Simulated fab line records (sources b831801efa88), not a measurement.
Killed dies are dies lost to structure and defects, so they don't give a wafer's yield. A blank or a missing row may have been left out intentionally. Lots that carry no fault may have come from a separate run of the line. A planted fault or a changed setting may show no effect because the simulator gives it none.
Chamber matching    flow gf180mcu    GF_V5_CMP_26 on cmp-01 has 4 sister chambers
The step polishes, stops on SiO2, t overpolish 15 s, target thk 0 nm. 4 wafers are shown with their chamber, then 12 later ones without.

WAFERS, EACH WITH ITS CHAMBER
wafer   chamber  motor_current_A (A)
L086.1  2        12.5
L089.2  3        11.6
L091.2  1        12.3
L091.6  0        11.9

WAFERS WHOSE CHAMBER IS MISSING
wafer   motor_current_A (A)
L092.2  12.4
L092.5  11.0
L092.6  11.8
L093.1  11.4
L093.4  12.1
L093.5  12.0
L094.1  11.6
L094.2  12.5
L094.6  12.6
L097.1  10.9
L097.3  11.6
L097.6  12.8

WHICH CHAMBER EACH WENT THROUGH
wafer   from the rows above                in truth
L092.2  can't be placed: 1 or 2 or 0       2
L092.5  can't be placed: 3 or 0            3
L092.6  can't be placed: 0 or 3 or 1       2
L093.1  can't be placed: 3 or 0            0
L093.4  can't be placed: 0 or 1 or 2 or 3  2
L093.5  can't be placed: 0 or 1 or 3 or 2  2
L094.1  can't be placed: 3 or 0            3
L094.2  can't be placed: 2 or 1            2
L094.6  can't be placed: 2 or 1            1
L097.1  can't be placed: 3 or 0            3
L097.3  can't be placed: 3 or 0            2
L097.6  can't be placed: 2 or 1            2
Correct placement for 0 of the 12. Can't be placed from these rows: 12 (the true chamber is among the candidates in 10). Wrongly placed: 0.
How it was worked out, from the rows above alone: a wafer's distance from a chamber is the root of the sum, over the readings, of the square of ((its reading less the chamber's mean) divided by the reading's scatter). If the next closest chamber is less than 2 further off than the closest, the wafer can't be placed; otherwise it belongs to the closest. The mean given for a chamber averages the wafers shown for that chamber. The scatter: with one shown wafer a chamber, the root of the mean of the squares of how far each hidden wafer lies from its nearest shown one.
